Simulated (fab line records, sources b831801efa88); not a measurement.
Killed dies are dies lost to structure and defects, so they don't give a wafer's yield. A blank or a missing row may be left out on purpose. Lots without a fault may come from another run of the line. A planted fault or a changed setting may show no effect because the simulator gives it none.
fab line records | flow sky130
record lots=13 wafers=39 last_day=50
route steps=708 shown METAL4@602
lots that met no fault: from a run of the same line without faults
start_h: hours from the record's first day to the start of the lot's first wafer shown | wait_h: hours since the lot's step before | " the same as in the row above | L1.1+2: a row that stands for several wafers | - no value, or no start given | * or withheld: withheld | < > ~ a bound
route shown NAME@n: a module of which the file shows steps, and the number in the route of the first | usual: mean/standard deviation of fault-free wafers | same: alike in all rows | chamber/n: place in a boat | sites: the reading at each site | _std_site: their standard deviation | _edge_site: outer sites' mean less inner sites' | radius_mm: how far each site lies from the wafer's centre | mask NAME#n: copy n | behind: the tool/chamber that last shaped the wafer | hold: why the lot was held/for how many hours/how that ended | device: the transistor (n, p or np) that didn't switch | end of line: the same wafers' tests at the end of the route | a step without rows: its recipe alone | killed: dies lost to structure and defects at the first sort, not the wafer's yield | map: a wafer's dies, x killed, . not, _ none there
set.NAME: the setting as run; set.NAME@STEP: as run at that earlier step | model.NAME: the simulator's own value behind a step, which no gauge read
steps of the route over a sample of lots; a table a step, a row a wafer
services: from which hour (start_h, from the record's first day; less than 0 if before it) a tool's chamber was out of use, for how many hours, and why
## steps
# step SKY_METAL4_SPUTTER_04
# recipe material=TiN target_thk_nm=70 power_w=6500 time_s=58.3 chamber_pressure_pa=0.4
# usual throttle_valve_pct=29.3/0.95
# columns lot.wafer tool chamber start_h wait_h throttle_valve_pct
L705.2 pvd_sputter-03 - 944.88 0.0 29.5
L705.3 " - " " 27.2
L705.6 " - " " 29.4
L706.3 pvd_sputter-03 - 956.27 0.0 29.7
L706.5 " - " " 29.2
L706.6 " - " " 29.7
L707.1 pvd_sputter-03 - 957.79 0.0 29.3
L707.2 " - " " 29.8
L707.4 " - " " 29.6
L708.2 pvd_sputter-02 - 960.40 0.0 28.6
L708.5 " - " " 29.0
L708.6 " - " " 30.0
L709.4 pvd_sputter-01 - 971.07 0.0 28.9
L709.5 " - " " 29.6
L709.6 " - " " 29.2
L710.1 pvd_sputter-01 - 988.30 0.0 28.7
L710.2 " - " " 30.9
L710.3 " - " " 29.0
L714.4 pvd_sputter-01 - 993.08 0.0 29.2
L714.5 " - " " 30.9
L714.6 " - " " 28.8
L721.1 pvd_sputter-02 - 1042.84 0.0 29.1
L721.2 " - " " 30.9
L721.3 " - " " 29.6
L722.1 pvd_sputter-03 - 1049.06 0.0 27.1
L722.2 " - " " 29.3
L722.4 " - " " 29.1
L723.3 pvd_sputter-03 - 1050.69 0.0 29.2
L723.5 " - " " 29.3
L723.6 " - " " 27.0
L724.4 pvd_sputter-02 - 1063.33 0.0 29.9
L724.5 " - " " 29.9
L724.6 " - " " 29.7
L726.2 pvd_sputter-03 - 1069.22 0.0 29.5
L726.4 " - " " 29.2
L726.6 " - " " 29.3
L728.2 pvd_sputter-03 - 1081.95 0.0 29.1
L728.3 " - " " 29.6
L728.4 " - " " 29.2
# step SKY_METAL4_METAL_ETCH_18
# recipe target_depth_a=8450 stop_on=SiO2 over_etch_frac=0.3 time_s=183.1 chemistry=Cl2/BCl3 resist_sidewall_deg=88 pressure_mtorr=10 icp_w=900 bias_w=48.5 Cl2_flow_sccm=60 bcl3_flow_sccm=30
# usual bias_w=48.49/0.14 drypump_motor_current_A=5.7/0.51 oes_product_au=0.867/0.0069 throttle_valve_pct=22.265/0.0099
# columns lot.wafer tool chamber start_h wait_h bias_w drypump_motor_current_A oes_product_au rf_hours_counter_h throttle_valve_pct
L705.2 rie_metal-02 1 993.67 0.0 48.24 5.7 0.867 19 22.268
L705.3 " 0 " " 48.50 4.8 0.874 - 22.258
L705.6 " 0 " " 48.49 4.8 0.865 - 22.273
L706.3 rie_metal-04 0 1003.60 0.1 48.47 5.7 0.866 - 22.264
L706.5 " 1 " " 48.35 5.8 0.871 - 22.256
L706.6 " 0 " " 48.64 5.7 0.859 - 22.256
L707.1 rie_metal-01 0 1005.39 0.0 48.55 5.5 0.880 10 22.266
L707.2 " 1 " " 48.60 6.6 0.866 5 22.263
L707.4 " 1 " " 48.47 6.6 0.868 - 22.244
L708.2 rie_metal-04 0 1008.14 0.0 48.42 5.7 0.867 6 22.279
L708.5 " 0 " " 48.28 5.7 0.859 - 22.259
L708.6 " 1 " " 48.60 5.8 0.865 - 22.262
L709.4 rie_metal-02 1 1017.93 0.1 48.67 5.7 0.871 - 22.242
L709.5 " 0 " " 48.58 4.8 0.857 - 22.285
L709.6 " 1 " " 48.56 5.7 0.872 - 22.263
L710.1 rie_metal-01 1 1036.67 0.0 48.58 6.6 0.869 7 22.259
L710.2 " 0 " " 48.48 5.5 0.857 11 22.280
L710.3 " 0 " " 48.58 5.5 0.866 - 22.264
L714.4 rie_metal-01 0 1040.85 0.1 48.64 5.5 0.892 - 22.265
L714.5 " 0 " " 48.40 5.5 0.864 - 22.287
L714.6 " 1 " " 48.66 6.6 0.890 - 22.255
L721.1 rie_metal-01 1 1087.22 0.0 48.59 6.6 0.874 11 22.270
L721.2 " 0 " " 48.55 5.4 0.876 16 22.259
L721.3 " 0 " " 48.56 5.4 0.870 - 22.272
L722.1 rie_metal-04 1 1092.92 0.0 48.40 5.8 0.879 0 22.262
L722.2 " 0 " " 48.44 5.7 0.881 11 22.259
L722.4 " 0 " " 48.70 5.7 0.874 - 22.275
L723.3 rie_metal-01 0 1094.58 0.1 48.40 5.4 0.865 - 22.264
L723.5 " 1 " " 48.48 6.6 0.864 - 22.266
L723.6 " 0 " " 48.32 5.5 0.859 - 22.253
L724.4 rie_metal-02 0 1105.38 0.1 48.26 4.8 0.861 - 22.280
L724.5 " 0 " " 48.40 4.8 0.862 - 22.261
L724.6 " 1 " " 48.53 5.7 0.858 - 22.269
L726.2 rie_metal-01 1 1111.49 0.0 48.40 6.6 0.860 13 22.272
L726.4 " 1 " " 48.78 6.6 0.866 - 22.276
L726.6 " 0 " " 48.47 5.5 0.864 - 22.264
L728.2 rie_metal-04 0 1123.92 0.0 48.52 5.7 0.868 13 22.269
L728.3 " 1 " " 48.70 5.8 0.870 - 22.278
L728.4 " 0 " " 48.28 5.7 0.877 - 22.259
## services
# columns tool chamber start_h hours kind
rie_metal-02 - 937.76 2.8 pm
rie_metal-01 - 948.34 1.4 pm
rie_metal-02 0 962.56 - clean
rie_metal-02 0 962.56 23.4 scheduled_down
rie_metal-02 0 962.56 23.4 vent_cycle
rie_metal-04 0 1019.67 4.6 repair
rie_metal-02 0 1078.38 8.6 repair
rie_metal-04 1 1078.42 - clean
rie_metal-04 1 1078.42 14.0 scheduled_down
rie_metal-04 1 1078.42 14.0 vent_cycle
rie_metal-04 - 1079.31 11.2 repair
pvd_sputter-01 - 1090.49 6.5 repair
pvd_sputter-03 - 1094.81 4.4 repair
## key
first_sign step=SKY_METAL4_METAL_ETCH_18 reading=oes_product_au direction=up sigmas=3.5 usual=0.867 struck=0.891
effect none on later readings
met_at SKY_METAL4_SPUTTER_04
struck_lots L714
struck_wafers L714.4,L714.6
onset_between 988.30 993.08
fault kind=process_parameter_drift tool=pvd_sputter-01 chamber=- onset_h=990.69 steps=SKY_METAL4_SPUTTER_04 channel=time_s offset=* shape=step end_h=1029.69 scope=struck_wafers_only acts_in=* stated=*
